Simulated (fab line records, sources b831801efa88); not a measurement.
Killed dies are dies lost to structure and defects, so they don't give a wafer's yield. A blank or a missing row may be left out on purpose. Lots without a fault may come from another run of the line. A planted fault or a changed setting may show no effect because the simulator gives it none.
fab line records | flow gf180mcu
record lots=5 wafers=15 last_day=34
route steps=602 shown STI@8 DNWELL@32 NWELL@42
lots that met no fault: from a run of the same line without faults
start_h: hours from the record's first day to the start of the lot's first wafer shown | wait_h: hours since the lot's step before | " the same as in the row above | L1.1+2: a row that stands for several wafers | - no value, or no start given | * or withheld: withheld | < > ~ a bound
route shown NAME@n: a module of which the file shows steps, and the number in the route of the first | usual: mean/standard deviation of fault-free wafers | same: alike in all rows | chamber/n: place in a boat | sites: the reading at each site | _std_site: their standard deviation | _edge_site: outer sites' mean less inner sites' | radius_mm: how far each site lies from the wafer's centre | mask NAME#n: copy n | behind: the tool/chamber that last shaped the wafer | hold: why the lot was held/for how many hours/how that ended | device: the transistor (n, p or np) that didn't switch | end of line: the same wafers' tests at the end of the route | a step without rows: its recipe alone | killed: dies lost to structure and defects at the first sort, not the wafer's yield | map: a wafer's dies, x killed, . not, _ none there
set.NAME: the setting as run; set.NAME@STEP: as run at that earlier step | model.NAME: the simulator's own value behind a step, which no gauge read
lots at some steps of the route; a table a step, a row a wafer
services: from which hour (start_h, from the record's first day; less than 0 if before it) a tool's chamber was out of use, for how many hours, and why
## steps
# step GF_STI_COAT_07
# recipe resist=KrF spin_rpm=withheld resist_thk_nm=700
# columns lot.wafer tool chamber start_h wait_h
L077.1+2+3 litho_track-04 0 35.53 0.1
L081.2+4+6 litho_track-02 0 53.96 0.1
L086.3+4+6 litho_track-02 0 83.28 0.1
L094.2+3+6 litho_track-02 0 122.31 0.1
L095.1+3+6 litho_track-03 0 130.67 0.1
# step GF_STI_SOFTBAKE_08
# recipe temp_c=130 time_s=60 resist=KrF
# columns lot.wafer tool chamber start_h wait_h
L077.1+2+3 litho_track-04 0 35.68 0.1
L081.2+4+6 litho_track-02 0 54.11 0.1
L086.3+4+6 litho_track-02 0 83.43 0.1
L094.2+3+6 litho_track-02 0 122.46 0.1
L095.1+3+6 litho_track-03 0 130.82 0.1
# step GF_STI_EXPOSE_09
# recipe mask_id=COMP target_cd_nm=220 na=0.68 source_shape=conventional sigma_outer=0.6 dose_mj=28
# same na=0.68
# columns lot.wafer tool chamber start_h wait_h mask
L077.1+2+3 krf_scanner-01 0 - - COMP#0
L081.2+4+6 krf_scanner-02 0 - - COMP#0
L086.3+4+6 krf_scanner-02 0 - - COMP#0
L094.2+3+6 krf_scanner-02 0 - - COMP#0
L095.1+3+6 krf_scanner-02 0 - - COMP#0
# step GF_STI_PEB_10
# recipe peb_temp_c=135 peb_time_s=90 resist=KrF
# columns lot.wafer tool chamber start_h wait_h
L077.1+2+3 litho_track-02 0 - -
L081.2+4+6 litho_track-04 0 - -
L086.3+4+6 litho_track-02 0 - -
L094.2+3+6 litho_track-04 0 - -
L095.1+3+6 litho_track-04 0 - -
# step GF_STI_DEVELOP_11
# recipe develop_time_s=60 dev_temp_c=21
# columns lot.wafer tool chamber start_h wait_h
L077.1+2+3 litho_track-02 0 41.23 0.2
L081.2+4+6 litho_track-04 0 60.06 0.2
L086.3+4+6 litho_track-02 0 90.28 0.1
L094.2+3+6 litho_track-04 0 128.60 0.2
L095.1+3+6 litho_track-04 0 137.83 0.2
# step GF_STI_CD_MEAS_12
# recipe target_cd_nm=220
# usual cd_nm=219.5/1.4
# columns lot.wafer tool chamber start_h wait_h cd_nm
L077.1 cd_sem-01 - 41.38 0.1 221.1
L077.2 " - " " 221.0
L077.3 " - " " 221.8
L081.2 cd_sem-02 - 60.20 0.1 218.5
L081.4 " - " " 218.5
L081.6 " - " " 218.0
L086.3 cd_sem-02 - 90.42 0.1 220.5
L086.4 " - " " 218.9
L086.6 " - " " 219.1
L094.2 cd_sem-02 - 128.75 0.1 219.7
L094.3 " - " " 220.2
L094.6 " - " " 219.4
L095.1 cd_sem-01 - 137.98 0.1 218.8
L095.3 " - " " 219.0
L095.6 " - " " 217.8
# step GF_STI_ETCH_13
# recipe chemistry=CHF3/O2 stop_on=Si over_etch_frac=0.3 target_depth_a=2823.1 source_w=600 bias_w=200 pressure_mtorr=40 chf3_flow_sccm=50 O2_flow_sccm=5 time_s=112.9
# usual chamber_pressure_mTorr=40.00/0.037 drypump_motor_current_A=5.7/0.39 oes_product_au=0.834/0.0071 rf_fwd_power_W=597.0/1.9 throttle_valve_pct=8.811/0.0094
# columns lot.wafer tool chamber start_h wait_h chamber_pressure_mTorr drypump_motor_current_A oes_product_au rf_fwd_power_W rf_hours_counter_h throttle_valve_pct
L077.1 rie_diel-04 3 41.50 0.1 39.98 5.9 0.830 595.0 8 8.822
L077.2 " 1 " " 40.00 5.3 0.823 598.5 89 8.800
L077.3 " 2 " " 39.93 5.7 0.835 597.3 9 8.800
L081.2 rie_diel-01 0 60.30 0.1 40.02 6.6 0.838 596.9 59 8.816
L081.4 " 1 " " 39.99 5.3 0.846 595.2 8 8.819
L081.6 " 3 " " 40.02 5.4 0.842 598.8 - 8.807
L086.3 rie_diel-03 0 90.50 0.1 40.03 5.7 0.831 598.2 6 8.830
L086.4 " 2 " " 39.98 6.3 0.840 601.7 - 8.806
L086.6 " 0 " " 39.99 5.7 0.827 598.1 - 8.812
L094.2 rie_diel-01 3 128.85 0.1 40.02 5.4 0.837 598.1 105 8.817
L094.3 " 2 " " 40.04 5.9 0.832 595.5 4 8.826
L094.6 " 3 " " 40.02 5.5 0.829 595.2 - 8.821
L095.1 rie_diel-03 1 138.10 0.1 39.98 6.2 0.839 597.3 141 8.802
L095.3 " 0 " " 40.04 5.7 0.845 597.9 7 8.820
L095.6 " 1 " " 40.01 6.2 0.835 596.8 - 8.796
# step GF_STI_ETCH_14
# recipe target=Si chemistry=HBr/Cl2/O2 target_depth_nm=360 icp_w=600 bias_w=150 pressure_mtorr=15 HBr_flow_sccm=150 Cl2_flow_sccm=40 O2_flow_sccm=6 time_s=102.9
# usual chamber_pressure_mTorr=15.000/0.015 drypump_motor_current_A=6.1/0.41 oes_product_au=0.995/0.012 rf_fwd_power_W=596.7/2.1 throttle_valve_pct=25.659/0.012
# columns lot.wafer tool chamber start_h wait_h chamber_pressure_mTorr drypump_motor_current_A oes_product_au rf_fwd_power_W rf_hours_counter_h throttle_valve_pct
L077.1 rie_si-01 2 41.58 0.0 14.972 6.5 0.986 598.0 134 25.666
L077.2 " 0 " " 14.995 5.4 0.993 600.0 82 25.661
L077.3 " 1 " " 15.003 6.3 1.009 596.7 92 25.650
L081.2 rie_si-01 3 60.38 0.0 14.985 6.4 0.999 598.6 21 25.671
L081.4 " 2 " " 15.003 6.5 0.991 598.9 134 25.674
L081.6 " 3 " " 14.984 6.4 1.008 595.3 - 25.646
L086.3 rie_si-01 3 90.58 0.0 15.007 6.4 1.007 596.9 21 25.655
L086.4 " 0 " " 15.009 5.4 0.989 598.3 83 25.649
L086.6 " 3 " " 15.008 6.4 0.997 597.1 - 25.662
L094.2 rie_si-02 1 128.93 0.0 15.002 5.7 0.995 596.7 100 25.637
L094.3 " 0 " " 14.993 6.1 0.985 594.9 4 25.669
L094.6 " 3 " " 15.013 6.5 1.033 594.4 - 25.639
L095.1 rie_si-02 1 138.18 0.0 14.996 5.7 0.994 592.2 100 25.649
L095.3 " 2 " " 14.996 5.6 0.988 597.2 64 25.648
L095.6 " 2 " " 15.012 5.6 0.996 597.1 - 25.663
# step GF_STI_STRIP_15
# recipe chemistry=O2/N2 power_w=1400 pressure_mtorr=1500 platen_temp_c=250 o2_flow_sccm=3000 n2_flow_sccm=300 overash_fraction=0.5
# usual chamber_pressure_mTorr=1500.1/1.4 drypump_motor_current_A=6.07/0.18 heater_power_w=333/10 n2_flow_sccm=300.1/0.76 o2_flow_sccm=3000/8.7 oes_product_au=0.384/0.0049 strip_time_to_endpoint_s=3.73/0.05
# columns lot.wafer tool chamber start_h wait_h chamber_pressure_mTorr drypump_motor_current_A heater_power_w n2_flow_sccm o2_flow_sccm oes_product_au rf_hours_counter_h strip_time_to_endpoint_s
L077.1 plasma_asher-01 1 41.66 0.0 1500.0 6.41 321 298.9 3012 0.386 38 3.76
L077.2 " 0 " " 1500.7 5.77 331 300.6 2996 0.393 38 3.74
L077.3 " 1 " " 1500.4 6.45 325 299.2 2998 0.383 - 3.67
L081.2 plasma_asher-04 1 60.45 0.0 1497.7 6.10 315 300.8 3007 0.381 24 3.76
L081.4 " 0 " " 1499.2 5.88 348 300.0 3006 0.382 - 3.72
L081.6 " 1 " " 1500.7 6.10 317 299.2 3008 0.380 - 3.68
L086.3 plasma_asher-02 0 90.69 0.1 1498.3 6.04 339 300.2 3019 0.390 - 3.77
L086.4 " 1 " " 1499.9 6.16 335 298.5 2998 0.381 - 3.74
L086.6 " 1 " " 1502.1 6.19 343 299.3 2996 0.388 - 3.73
L094.2 plasma_asher-01 0 129.00 0.0 1499.8 5.79 331 300.8 3009 0.380 47 3.77
L094.3 " 1 " " 1500.8 6.36 314 299.9 3004 0.383 - 3.73
L094.6 " 1 " " 1496.8 6.37 324 300.1 2983 0.379 - 3.64
L095.1 plasma_asher-02 1 138.25 0.0 1501.3 6.13 342 300.3 3016 0.389 49 3.74
L095.3 " 0 " " 1499.8 6.04 345 300.1 2993 0.378 - 3.72
L095.6 " 0 " " 1500.6 6.04 345 301.4 2988 0.381 - 3.76
# step GF_STI_CLEAN_16
# recipe chemistry=dHF time_s=25 dilution=100:1
# columns lot.wafer tool chamber start_h wait_h
L077.1+2+3 wet_bench-01 1 41.76 0.1
L081.2+4+6 wet_bench-02 3 60.55 0.1
L086.3+4+6 wet_bench-03 2 90.76 0.0
L094.2+3+6 wet_bench-01 3 129.10 0.1
L095.1+3+6 wet_bench-02 1 138.35 0.1
# step GF_STI_WET_ETCH_17
# recipe chemistry=H3PO4 target_depth_nm=45 temp_c=160 target=Si3N4 time_s=514
# columns lot.wafer tool chamber start_h wait_h
L077.1+2+3 wet_bench-03 1 41.79 0.0
L081.2+4+6 wet_bench-01 2 60.57 0.0
L086.3+4+6 wet_bench-02 2 90.77 0.0
L094.2+3+6 wet_bench-02 2 129.12 0.0
L095.1+3+6 wet_bench-02 1 138.37 0.0
# step GF_STI_CLEAN_18
# recipe chemistry=SC1/SC2 mix=1:4:20 temp_c=70 time_s=150
# columns lot.wafer tool chamber start_h wait_h
L077.1+2+3 wet_bench-02 1 41.94 0.0
L081.2+4+6 wet_bench-03 0 60.90 0.0
L086.3+4+6 wet_bench-01 2 90.92 0.0
L094.2+3+6 wet_bench-01 2 129.28 0.0
L095.1+3+6 wet_bench-03 0 138.52 0.0
# step GF_STI_CLEAN_19
# recipe chemistry=dHF time_s=20 dilution=100:1
# columns lot.wafer tool chamber start_h wait_h
L077.1+2+3 wet_bench-01 3 41.99 0.0
L081.2+4+6 wet_bench-02 3 60.95 0.0
L086.3+4+6 wet_bench-03 0 90.97 0.0
L094.2+3+6 wet_bench-02 2 129.33 0.0
L095.1+3+6 wet_bench-02 3 138.57 0.0
# step GF_STI_WET_ETCH_20
# recipe chemistry=dHF dilution=100:1 target_depth_nm=20 temp_c=25 dry=ipa_marangoni target=SiO2 time_s=400
# columns lot.wafer tool chamber start_h wait_h
L077.1+2+3 wet_bench-03 3 42.02 0.0
L081.2+4+6 wet_bench-01 0 60.96 0.0
L086.3+4+6 wet_bench-02 3 90.99 0.0
L094.2+3+6 wet_bench-01 0 129.35 0.0
L095.1+3+6 wet_bench-01 0 138.58 0.0
# step GF_STI_OXIDATION_21
# recipe temp_c=1000 ambient=O2 stabilise_s=600 purge_s=300 target_thk_a=150 ox_time_s=458
# usual zone_power_upper_pct=22.6/0.42
# same stabilise_s=600
# columns lot.wafer tool chamber start_h wait_h zone_power_upper_pct
L077.1 furnace-02 0 42.14 0.0 21.9
L077.2 " 0 " " 22.4
L077.3 " 0 " " 22.8
L081.2 furnace-02 0 64.44 3.2 22.8
L081.4 " 0 " " 22.3
L081.6 " 0 " " 22.1
L086.3 furnace-02 0 94.01 2.9 22.5
L086.4 " 0 " " 22.4
L086.6 " 0 " " 22.0
L094.2 furnace-01 0 129.47 0.0 23.3
L094.3 " 0 " " 23.2
L094.6 " 0 " " 22.9
L095.1 furnace-02 0 138.82 0.0 22.4
L095.3 " 0 " " 22.2
L095.6 " 0 " " 22.0
# step GF_STI_THK_MEAS_22
# recipe reads=SiO2_of_STI_OXIDATION_21
# usual STI_OXIDATION_01_THK=15.0/0.32
# columns lot.wafer tool chamber start_h wait_h STI_OXIDATION_01_THK[nm]
L077.1 film_metro-03 - 43.26 0.0 15.0
L077.2 " - " " 14.9
L077.3 " - " " 14.6
L081.2 film_metro-02 - 65.58 0.0 15.3
L081.4 " - " " 15.4
L081.6 " - " " 15.2
L086.3 film_metro-03 - 95.15 0.0 15.5
L086.4 " - " " 15.2
L086.6 " - " " 15.1
L094.2 film_metro-02 - 130.60 0.0 15.1
L094.3 " - " " 15.2
L094.6 " - " " 15.5
L095.1 film_metro-02 - 139.95 0.0 14.4
L095.3 " - " " 14.7
L095.6 " - " " 14.4
# step GF_STI_CVD_23
# recipe material=SiO2 target_thk_nm=650 sigma_open_frac=0.3 time_s=108.3 temp_c=600 sih4_flow_sccm=60 pressure_mtorr=6
# columns lot.wafer tool chamber start_h wait_h
L077.1+2+3 hdpcvd-02 0,2,1 43.32 0.1
L081.2+4+6 hdpcvd-02 0,2,0 65.63 0.0
L086.3+4+6 hdpcvd-02 2,2,0 95.19 0.0
L094.2+3+6 hdpcvd-02 0,1,0 130.65 0.0
L095.1+3+6 hdpcvd-02 1,2,0 140.01 0.1
# step GF_STI_THK_MEAS_24
# recipe reads=SiO2_of_STI_CVD_23
# usual STI_CVD_23_THK=650/5.6
# columns lot.wafer tool chamber start_h wait_h STI_CVD_23_THK[nm]
L077.1 film_metro-02 - 43.40 0.0 647
L077.2 " - " " 647
L077.3 " - " " 644
L081.2 film_metro-03 - 65.72 0.0 657
L081.4 " - " " 653
L081.6 " - " " 657
L086.3 film_metro-04 - 95.29 0.1 659
L086.4 " - " " 653
L086.6 " - " " 655
L094.2 film_metro-03 - 130.74 0.0 651
L094.3 " - " " 640
L094.6 " - " " 647
L095.1 film_metro-03 - 140.09 0.0 652
L095.3 " - " " 644
L095.6 " - " " 655
# step GF_STI_CMP_25
# recipe stop_on=Si3N4 t_overpolish_s=33 down_force_psi=4 platen_rpm=60 target_thk_nm=524.6 pad_velocity_m_s=0.94248
# usual motor_current_A=13.0/0.88 overpolish_run_s=32.998/0.0086 time_to_endpoint_s=124/4.4
# same t_overpolish_s=33
# columns lot.wafer tool chamber start_h wait_h motor_current_A overpolish_run_s time_to_endpoint_s
L077.1 cmp-02 2 43.51 0.1 13.9 32.993 132
L077.2 " 3 " " 12.2 32.992 139
L077.3 " 0 " " 13.8 32.993 132
L081.2 cmp-01 3 65.77 0.0 12.0 32.996 121
L081.4 " 2 " " 14.0 33.010 128
L081.6 " 3 " " 12.2 32.993 124
L086.4 cmp-02 2 95.43 0.1 13.8 32.998 125
L086.3 " 3 " " 13.1 33.003 126
L086.6 " 1 " " 12.1 33.011 118
L094.3 cmp-01 0 130.84 0.1 11.9 33.002 125
L094.2 " 2 " " 14.1 33.007 128
L094.6 " 0 " " 12.4 32.998 129
L095.3 cmp-02 2 140.15 0.0 14.3 33.006 116
L095.1 " 0 " " 13.8 33.006 126
L095.6 " 2 " " 14.5 33.012 121
# step GF_STI_WET_ETCH_26
# recipe chemistry=dHF target_depth_nm=94 target=SiO2 temp_c=25 dilution=10:1 time_s=188
# columns lot.wafer tool chamber start_h wait_h
L077.1+2+3 wet_bench-03 1 43.76 0.2
L081.2+4+6 wet_bench-03 3 66.07 0.2
L086.3+4+6 wet_bench-03 0 95.63 0.1
L094.2+3+6 wet_bench-01 2 131.09 0.1
L095.1+3+6 wet_bench-02 3 140.45 0.1
# step GF_STI_WET_ETCH_27
# recipe chemistry=H3PO4 target_depth_nm=160 target=Si3N4 temp_c=160 time_s=1825
# columns lot.wafer tool chamber start_h wait_h
L077.1+2+3 wet_bench-02 3 43.82 0.0
L081.2+4+6 wet_bench-01 3 66.14 0.0
L086.3+4+6 wet_bench-01 0 95.70 0.0
L094.2+3+6 wet_bench-03 3 131.15 0.0
L095.1+3+6 wet_bench-01 3 140.51 0.0
# step GF_STI_WET_ETCH_28
# recipe chemistry=dHF target_depth_nm=20 dry=ipa_marangoni target=SiO2 temp_c=25 dilution=10:1 time_s=40
# columns lot.wafer tool chamber start_h wait_h
L077.1+2+3 wet_bench-02 0 44.34 0.0
L081.2+4+6 wet_bench-03 0 67.26 0.0
L086.3+4+6 wet_bench-03 1 96.26 0.0
L094.2+3+6 wet_bench-02 1 131.67 0.0
L095.1+3+6 wet_bench-03 1 141.54 0.0
# step GF_STI_OXIDATION_29
# recipe temp_c=900 ambient=O2 stabilise_s=600 purge_s=300 target_thk_a=100 ox_time_s=1418
# usual zone_power_upper_pct=17.8/0.37
# same stabilise_s=600
# columns lot.wafer tool chamber start_h wait_h zone_power_upper_pct
L077.1 furnace-02 0 44.36 0.0 17.8
L077.2 " 0 " " 17.5
L077.3 " 0 " " 17.7
L081.2 furnace-01 0 71.48 4.2 18.0
L081.4 " 0 " " 18.5
L081.6 " 0 " " 18.0
L086.3 furnace-02 0 97.97 1.7 17.4
L086.4 " 0 " " 17.4
L086.6 " 0 " " 17.5
L094.2 furnace-01 0 131.99 0.3 18.4
L094.3 " 0 " " 18.3
L094.6 " 0 " " 18.0
L095.1 furnace-02 0 141.56 0.0 17.6
L095.3 " 0 " " 17.7
L095.6 " 0 " " 17.6
# step GF_STI_THK_MEAS_30
# recipe reads=SiO2_of_STI_OXIDATION_29
# usual STI_OXIDATION_02_THK=10.02/0.2
# columns lot.wafer tool chamber start_h wait_h STI_OXIDATION_02_THK[nm]
L077.1 film_metro-02 - 45.75 0.0 9.61
L077.2 " - " " 9.93
L077.3 " - " " 9.81
L081.2 film_metro-04 - 72.88 0.0 9.91
L081.4 " - " " 9.96
L081.6 " - " " 10.05
L086.3 film_metro-02 - 99.39 0.0 10.19
L086.4 " - " " 10.22
L086.6 " - " " 10.12
L094.2 film_metro-03 - 133.39 0.0 10.45
L094.3 " - " " 10.40
L094.6 " - " " 10.33
L095.1 film_metro-03 - 142.95 0.0 10.06
L095.3 " - " " 9.95
L095.6 " - " " 9.97
# step GF_DNWELL_DEHYDRATE_00
# recipe temp_c=200 time_s=60
# columns lot.wafer tool chamber start_h wait_h
L077.1+2+3 litho_track-01 0 50.89 5.1
L081.2+4+6 litho_track-01 0 78.76 5.9
L086.3+4+6 litho_track-03 0 105.92 6.5
L094.2+3+6 litho_track-01 0 140.16 6.8
L095.1+3+6 litho_track-03 0 149.92 7.0
# step GF_DNWELL_HMDS_01
# recipe prime_time_s=60 prime_temp_c=120
# usual prime_temp_c=119.97/0.13
# columns lot.wafer tool chamber start_h wait_h prime_temp_c
L077.1 litho_track-01 0 51.04 0.1 120.00
L077.2 " 0 " " 119.85
L077.3 " 0 " " 119.99
L081.2 litho_track-01 0 78.91 0.1 119.89
L081.4 " 0 " " 119.96
L081.6 " 0 " " 120.00
L086.3 litho_track-03 0 106.07 0.1 120.01
L086.4 " 0 " " 119.97
L086.6 " 0 " " 120.00
L094.2 litho_track-01 0 140.31 0.1 119.87
L094.3 " 0 " " 119.86
L094.6 " 0 " " 119.83
L095.1 litho_track-03 0 150.07 0.1 119.88
L095.3 " 0 " " 120.04
L095.6 " 0 " " 120.10
# step GF_DNWELL_COAT_02
# recipe spin_rpm=2000 resist_thk_nm=3000
# columns lot.wafer tool chamber start_h wait_h
L077.1+2+3 litho_track-01 0 51.19 0.1
L081.2+4+6 litho_track-01 0 79.06 0.1
L086.3+4+6 litho_track-03 0 106.22 0.1
L094.2+3+6 litho_track-01 0 140.46 0.1
L095.1+3+6 litho_track-03 0 150.22 0.1
# step GF_DNWELL_SOFTBAKE_03
# recipe temp_c=110 time_s=withheld
# columns lot.wafer tool chamber start_h wait_h
L077.1+2+3 litho_track-01 0 51.34 0.1
L081.2+4+6 litho_track-01 0 79.22 0.1
L086.3+4+6 litho_track-03 0 106.39 0.1
L094.2+3+6 litho_track-01 0 140.62 0.1
L095.1+3+6 litho_track-03 0 150.37 0.1
# step GF_DNWELL_EXPOSE_04
# recipe mask_id=DNWELL target_cd_nm=1700 na=0.6 source_shape=conventional sigma_outer=0.6 dose_mj=260
# same na=0.6
# columns lot.wafer tool chamber start_h wait_h mask
L077.1+2+3 iline_stepper-02 0 - - DNWELL#0
L081.2+4+6 iline_stepper-02 0 - - DNWELL#0
L086.3+4+6 iline_stepper-02 0 - - DNWELL#0
L094.2+3+6 iline_stepper-02 0 - - DNWELL#0
L095.1+3+6 iline_stepper-01 0 - - DNWELL#0
# step GF_DNWELL_PEB_05
# recipe temp_c=115 time_s=withheld
# columns lot.wafer tool chamber start_h wait_h
L077.1+2+3 litho_track-03 0 - -
L081.2+4+6 litho_track-03 0 - -
L086.3+4+6 litho_track-02 0 - -
L094.2+3+6 litho_track-01 0 - -
L095.1+3+6 litho_track-02 0 - -
# step GF_DNWELL_DEVELOP_06
# recipe wall_angle_deg=90 develop_time_s=60 dev_temp_c=23
# columns lot.wafer tool chamber start_h wait_h
L077.1+2+3 litho_track-03 0 - -
L081.2+4+6 litho_track-03 0 - -
L086.3+4+6 litho_track-02 0 - -
L094.2+3+6 litho_track-01 0 - -
L095.1+3+6 litho_track-02 0 - -
# step GF_DNWELL_IMPLANT_07
# recipe species=P energy_kev=1500 dose_cm2=1e+13 tilt_deg=0
# columns lot.wafer tool chamber start_h wait_h
L077.1+2+3 implanter-01 0 57.82 -
L081.2+4+6 implanter-02 0 85.49 -
L086.3+4+6 implanter-03 0 113.03 -
L094.2+3+6 implanter-01 0 148.16 -
L095.1+3+6 implanter-03 0 158.38 -
# step GF_DNWELL_STRIP_08
# recipe chemistry=O2/N2 power_w=1400 pressure_mtorr=1500 platen_temp_c=250 o2_flow_sccm=3000 n2_flow_sccm=300 overash_fraction=0.5
# usual chamber_pressure_mTorr=1500.1/1.4 drypump_motor_current_A=6.03/0.17 heater_power_w=337/21 n2_flow_sccm=300.0/0.97 o2_flow_sccm=3001/9.9 oes_product_au=0.721/0.0043 strip_time_to_endpoint_s=36.96/0.091
# columns lot.wafer tool chamber start_h wait_h chamber_pressure_mTorr drypump_motor_current_A heater_power_w n2_flow_sccm o2_flow_sccm oes_product_au rf_hours_counter_h strip_time_to_endpoint_s
L077.1 plasma_asher-04 1 57.97 0.1 1500.6 6.12 313 299.7 3006 0.721 23 36.99
L077.2 " 0 " " 1501.9 5.87 339 301.2 3003 0.716 23 37.02
L077.3 " 1 " " 1499.2 6.11 313 300.0 2988 0.718 - 36.92
L081.2 plasma_asher-04 1 85.62 0.1 1500.2 6.12 314 300.8 3011 0.720 26 36.94
L081.4 " 0 " " 1499.2 5.85 336 299.1 3012 0.724 - 37.02
L081.6 " 0 " " 1501.1 5.85 346 299.4 2988 0.723 - 36.93
L086.3 plasma_asher-04 1 113.17 0.1 1496.4 6.11 325 299.3 2991 0.718 - 36.96
L086.4 " 0 " " 1500.0 5.88 347 298.1 3009 0.721 - 36.87
L086.6 " 1 " " 1499.1 6.13 318 299.4 2999 0.719 - 37.00
L094.2 plasma_asher-03 0 148.29 0.1 1501.6 6.24 306 300.0 2990 0.717 3 37.03
L094.3 " 1 " " 1502.3 5.71 376 300.8 2999 0.718 - 36.99
L094.6 " 0 " " 1499.1 6.23 306 299.6 2988 0.723 - 36.95
L095.1 plasma_asher-03 1 158.53 0.1 1501.9 5.71 376 300.1 2981 0.720 5 36.92
L095.3 " 0 " " 1499.1 6.22 307 302.7 2977 0.727 - 36.93
L095.6 " 0 " " 1499.8 6.23 306 301.2 2996 0.727 - 37.00
# step GF_DNWELL_TW_MEAS_09
# usual DNWELL_TW=1344/7.7
# columns lot.wafer tool chamber start_h wait_h DNWELL_TW
L077.1 film_metro-02 - 58.07 0.1 1355
L077.2 " - " " 1347
L077.3 " - " " 1346
L081.2 film_metro-02 - 85.73 0.1 1342
L081.4 " - " " 1341
L081.6 " - " " 1345
L086.3 film_metro-01 - 113.25 0.1 1343
L086.4 " - " " 1337
L086.6 " - " " 1342
L094.2 film_metro-01 - 148.40 0.1 1338
L094.3 " - " " 1346
L094.6 " - " " 1343
L095.1 film_metro-01 - 158.63 0.1 1340
L095.3 " - " " 1345
L095.6 " - " " 1345
# step GF_NWELL_DEHYDRATE_00
# recipe temp_c=200 time_s=60
# columns lot.wafer tool chamber start_h wait_h
L077.1+2+3 litho_track-02 0 63.58 5.5
L081.2+4+6 litho_track-04 0 91.80 6.1
L086.3+4+6 litho_track-01 0 119.99 6.7
L094.2+3+6 litho_track-01 0 155.71 7.3
L095.1+3+6 litho_track-04 0 165.88 7.2
# step GF_NWELL_HMDS_01
# recipe prime_time_s=60 prime_temp_c=120
# usual prime_temp_c=120.02/0.14
# columns lot.wafer tool chamber start_h wait_h prime_temp_c
L077.1 litho_track-02 0 63.73 0.1 120.16
L077.2 " 0 " " 120.21
L077.3 " 0 " " 120.00
L081.2 litho_track-04 0 91.95 0.1 120.17
L081.4 " 0 " " 119.98
L081.6 " 0 " " 120.08
L086.3 litho_track-01 0 120.14 0.1 119.89
L086.4 " 0 " " 119.72
L086.6 " 0 " " 119.81
L094.2 litho_track-01 0 155.86 0.1 120.04
L094.3 " 0 " " 119.96
L094.6 " 0 " " 120.25
L095.1 litho_track-04 0 166.03 0.1 120.05
L095.3 " 0 " " 120.36
L095.6 " 0 " " 120.12
# step GF_NWELL_COAT_02
# recipe spin_rpm=2000 resist_thk_nm=3000
# columns lot.wafer tool chamber start_h wait_h
L077.1+2+3 litho_track-02 0 63.88 0.1
L081.2+4+6 litho_track-04 0 92.10 0.1
L086.3+4+6 litho_track-01 0 120.29 0.1
L094.2+3+6 litho_track-01 0 156.01 0.1
L095.1+3+6 litho_track-04 0 166.18 0.1
# step GF_NWELL_SOFTBAKE_03
# recipe temp_c=110 time_s=withheld
# columns lot.wafer tool chamber start_h wait_h
L077.1+2+3 litho_track-02 0 64.03 0.1
L081.2+4+6 litho_track-04 0 92.26 0.1
L086.3+4+6 litho_track-01 0 120.45 0.1
L094.2+3+6 litho_track-01 0 156.17 0.1
L095.1+3+6 litho_track-04 0 166.33 0.1
# step GF_NWELL_EXPOSE_04
# recipe mask_id=Nwell target_cd_nm=860 na=0.6 source_shape=conventional sigma_outer=0.6 dose_mj=260
# same na=0.6
# columns lot.wafer tool chamber start_h wait_h mask
L077.1+2+3 iline_stepper-01 0 - - Nwell#0
L081.2+4+6 iline_stepper-02 0 - - Nwell#0
L086.3+4+6 iline_stepper-02 0 - - Nwell#0
L094.2+3+6 iline_stepper-01 0 - - Nwell#0
L095.1+3+6 iline_stepper-02 0 - - Nwell#0
# step GF_NWELL_PEB_05
# recipe temp_c=115 time_s=withheld
# columns lot.wafer tool chamber start_h wait_h
L077.1+2+3 litho_track-01 0 - -
L081.2+4+6 litho_track-01 0 - -
L086.3+4+6 litho_track-01 0 - -
L094.2+3+6 litho_track-01 0 - -
L095.1+3+6 litho_track-02 0 - -
# step GF_NWELL_DEVELOP_06
# recipe wall_angle_deg=90 develop_time_s=60 dev_temp_c=23
# columns lot.wafer tool chamber start_h wait_h
L077.1+2+3 litho_track-01 0 - -
L081.2+4+6 litho_track-01 0 - -
L086.3+4+6 litho_track-01 0 - -
L094.2+3+6 litho_track-01 0 - -
L095.1+3+6 litho_track-02 0 - -
# step GF_NWELL_OVL_MEAS_07
# usual NWELL_OVL=-0.8/1.3
# columns lot.wafer tool chamber start_h wait_h NWELL_OVL[nm]
L077.1 overlay-02 - 70.04 - -2.0
L077.2 " - " " -2.8
L077.3 " - " " -0.8
L081.2 overlay-02 - 99.24 - -2.8
L081.4 " - " " -1.8
L081.6 " - " " -0.7
L086.3 overlay-01 - 126.95 - -2.4
L086.4 " - " " 0.1
L086.6 " - " " 0.2
L094.2 overlay-01 - 163.69 - -1.1
L094.3 " - " " -2.3
L094.6 " - " " -3.0
L095.1 overlay-02 - 174.78 - 1.3
L095.3 " - " " -1.8
L095.6 " - " " -2.7
# step GF_NWELL_IMPLANT_08
# recipe species=P energy_kev=450 dose_cm2=1.5e+13 tilt_deg=0
# columns lot.wafer tool chamber start_h wait_h
L077.1+2+3 implanter-03 0 70.07 0.0
L081.2+4+6 implanter-01 0 99.30 0.0
L086.3+4+6 implanter-03 0 127.02 0.1
L094.2+3+6 implanter-01 0 163.75 0.0
L095.1+3+6 implanter-03 0 174.82 0.0
# step GF_NWELL_IMPLANT_09
# recipe species=P energy_kev=160 dose_cm2=4e+12 tilt_deg=0
# columns lot.wafer tool chamber start_h wait_h
L077.1+2+3 implanter-03 0 70.22 0.1
L081.2+4+6 implanter-01 0 99.45 0.1
L086.3+4+6 implanter-03 0 127.17 0.1
L094.2+3+6 implanter-01 0 163.90 0.1
L095.1+3+6 implanter-03 0 174.97 0.1
## services
# columns tool chamber start_h hours kind
cmp-02 - 13.95 0.7 repair
implanter-03 - 16.57 11.4 repair
iline_stepper-02 - 18.50 8.9 pm
furnace-02 - 24.33 8.9 repair
implanter-03 - 33.04 3.2 repair
rie_si-01 3 39.40 6.4 repair
plasma_asher-04 - 48.12 2.8 pm
furnace-01 - 55.24 14.7 pm
plasma_asher-04 - 58.40 0.9 repair
cmp-02 - 64.00 4.0 pm
wet_bench-02 - 66.05 1.6 repair
cmp-02 - 68.00 4.4 pm
krf_scanner-02 - 79.28 1.3 pm
implanter-03 - 86.84 4.6 repair
iline_stepper-02 - 94.60 4.8 repair
krf_scanner-02 - 99.89 0.8 pm
hdpcvd-02 - 111.55 0.8 pm
wet_bench-02 - 124.19 1.9 pm
iline_stepper-02 - 133.87 1.7 pm
implanter-03 - 154.90 2.0 repair
furnace-02 - 163.59 4.2 pm
furnace-02 - 167.77 5.1 pm
implanter-01 - 172.09 1.2 repair
hdpcvd-02 1 174.46 2.5 repair
## key
fault none
